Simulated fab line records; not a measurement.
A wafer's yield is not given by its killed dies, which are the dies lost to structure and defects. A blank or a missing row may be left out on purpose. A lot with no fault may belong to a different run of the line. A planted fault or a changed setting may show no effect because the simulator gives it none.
Which tool is to blame? || flow gf180mcu || Sampling: 14 lots, 40 wafers, 3 of 602 route steps

WHAT EACH GAUGE READ, for each wafer
GF_MVSD_OVL_MEAS_07.
{"lot": "L255", "measured": "day 4 09:30", "on": "overlay-02", "MVSD_OVL (nm)": "-2.8 -2.9 -2.4"}
{"lot": "L256", "measured": "day 4 16:32", "on": "overlay-01", "MVSD_OVL (nm)": "-2.0 -0.6 -0.6"}
{"lot": "L257", "measured": "day 4 22:25", "on": "overlay-01", "MVSD_OVL (nm)": "-1.8 -2.3 1.0"}
{"lot": "L258", "measured": "day 5 03:52", "on": "overlay-01", "MVSD_OVL (nm)": "-0.2 1.6 -0.3"}
{"lot": "L259", "measured": "day 5 09:02", "on": "overlay-01", "MVSD_OVL (nm)": "-1.8 -2.8 0.0"}
{"lot": "L260", "measured": "day 5 16:25", "on": "overlay-01", "MVSD_OVL (nm)": "0.4 0.8 1.0"}
{"lot": "L261", "measured": "day 5 21:49", "on": "overlay-01", "MVSD_OVL (nm)": "-1.7 0.7 -0.5"}
{"lot": "L263", "measured": "day 6 09:13", "on": "overlay-01", "MVSD_OVL (nm)": "1.3 -0.8 -1.9"}
{"lot": "L264", "measured": "day 6 15:28", "on": "overlay-02", "MVSD_OVL (nm)": "0.0 -3.9 -0.6"}
{"lot": "L265", "measured": "day 6 19:44", "on": "overlay-02", "MVSD_OVL (nm)": "-0.1 -0.1 -0.7"}
{"lot": "L266", "measured": "day 7 02:28", "on": "overlay-01", "MVSD_OVL (nm)": "-2.8 -4.2 -2.2"}
{"lot": "L269", "measured": "day 7 17:20", "on": "overlay-01", "MVSD_OVL (nm)": "-0.1 -1.9"}
{"lot": "L270", "measured": "day 8 04:59", "on": "overlay-01", "MVSD_OVL (nm)": "-3.2 -1.8"}
{"lot": "L274", "measured": "day 9 04:19", "on": "overlay-01", "MVSD_OVL (nm)": "-0.5 -1.1 -0.8"}

GF_HV_LDD_CD_MEAS_07 targets a cd of 400 nm.
{"lot": "L255", "measured": "day 9 22:34", "on": "cd-sem-02", "cd-nm (nm)": "398.6 402.5 398.0"}
{"lot": "L256", "measured": "day 10 05:43", "on": "cd-sem-01", "cd-nm (nm)": "403.5 400.7 402.4"}
{"lot": "L257", "measured": "day 10 15:31", "on": "cd-sem-02", "cd-nm (nm)": "400.4 399.4 400.8"}
{"lot": "L258", "measured": "day 10 20:59", "on": "cd-sem-01", "cd-nm (nm)": "398.6 398.3 397.8"}
{"lot": "L259", "measured": "day 11 04:22", "on": "cd-sem-01", "cd-nm (nm)": "401.4 401.5 399.1"}
{"lot": "L260", "measured": "day 11 13:04", "on": "cd-sem-01", "cd-nm (nm)": "396.3 394.4 398.3"}
{"lot": "L261", "measured": "day 11 22:19", "on": "cd-sem-01", "cd-nm (nm)": "401.7 399.2 399.7"}
{"lot": "L263", "measured": "day 12 13:16", "on": "cd-sem-02", "cd-nm (nm)": "401.1 401.5 399.9"}
{"lot": "L264", "measured": "day 12 19:19", "on": "cd-sem-02", "cd-nm (nm)": "401.1 399.9 400.8"}
{"lot": "L265", "measured": "day 13 02:35", "on": "cd-sem-02", "cd-nm (nm)": "401.6 401.3 398.5"}
{"lot": "L266", "measured": "day 13 08:56", "on": "cd-sem-02", "cd-nm (nm)": "398.4 401.5 399.4"}
{"lot": "L269", "measured": "day 14 05:44", "on": "cd-sem-02", "cd-nm (nm)": "400.8 414.2"}
{"lot": "L270", "measured": "day 14 19:28", "on": "cd-sem-01", "cd-nm (nm)": "396.0 411.3"}
{"lot": "L274", "measured": "day 16 05:34", "on": "cd-sem-02", "cd-nm (nm)": "399.8 399.2 399.4"}

WHICH TOOL RAN EACH LOT (tool, then ch and the chambers of the sampled wafers, then the start)
{"lot": "L255", "GF_HV_LDD_DEVELOP_06": "litho-track-03 ch 0, day 9 22:25"}
{"lot": "L256", "GF_HV_LDD_DEVELOP_06": "litho-track-01 ch 0, day 10 05:34"}
{"lot": "L257", "GF_HV_LDD_DEVELOP_06": "litho-track-01 ch 0, day 10 15:22"}
{"lot": "L258", "GF_HV_LDD_DEVELOP_06": "litho-track-03 ch 0, day 10 20:50"}
{"lot": "L259", "GF_HV_LDD_DEVELOP_06": "litho-track-01 ch 0, day 11 04:13"}
{"lot": "L260", "GF_HV_LDD_DEVELOP_06": "litho-track-04 ch 0, day 11 12:55"}
{"lot": "L261", "GF_HV_LDD_DEVELOP_06": "litho-track-04 ch 0, day 11 22:10"}
{"lot": "L263", "GF_HV_LDD_DEVELOP_06": "litho-track-04 ch 0, day 12 13:07"}
{"lot": "L264", "GF_HV_LDD_DEVELOP_06": "litho-track-01 ch 0, day 12 19:10"}
{"lot": "L265", "GF_HV_LDD_DEVELOP_06": "litho-track-04 ch 0, day 13 02:26"}
{"lot": "L266", "GF_HV_LDD_DEVELOP_06": "litho-track-01 ch 0, day 13 08:47"}
{"lot": "L269", "GF_HV_LDD_DEVELOP_06": "litho-track-01 ch 0, day 14 05:35"}
{"lot": "L270", "GF_HV_LDD_DEVELOP_06": "litho-track-01 ch 0, day 14 19:19"}
{"lot": "L274", "GF_HV_LDD_DEVELOP_06": "litho-track-03 ch 0, day 16 05:25"}
- GF_HV_LDD_DEVELOP_06: develop time 60 s.

AS READ BY THE TOOLS THEMSELVES (means over the sampled wafers that have a number; for cases with no such wafer, the mark the record gives instead)
The record holds no such reading with a usual standard deviation.

THE ANSWER, worked out from the rows above alone
Rule: the usual values come from the lots themselves. The widest of any qualifying gaps counts: lots, ordered by their means at a reading, are off when they make up no more than a third of the lots, leave a main group of 4 or more, and stand apart from it by 3 or more times the standard deviation of that group's means. A main group whose means are all the same, to the digits that the tables above print for the reading, isn't used. Also off: a lot with no number at a reading for which 4 or more lots have one. All remaining lots with rows at the step are treated as sound. First the gauges in route order, then the tools' own readings, where a lot's mean is used as printed above. At the first step where some lot is off, the reading lying furthest off is the one used; lots without a number count as furthest.
None of the lots is off at any reading shown; this tells nothing.

WHAT HAD BEEN PUT IN BY THE SIMULATOR
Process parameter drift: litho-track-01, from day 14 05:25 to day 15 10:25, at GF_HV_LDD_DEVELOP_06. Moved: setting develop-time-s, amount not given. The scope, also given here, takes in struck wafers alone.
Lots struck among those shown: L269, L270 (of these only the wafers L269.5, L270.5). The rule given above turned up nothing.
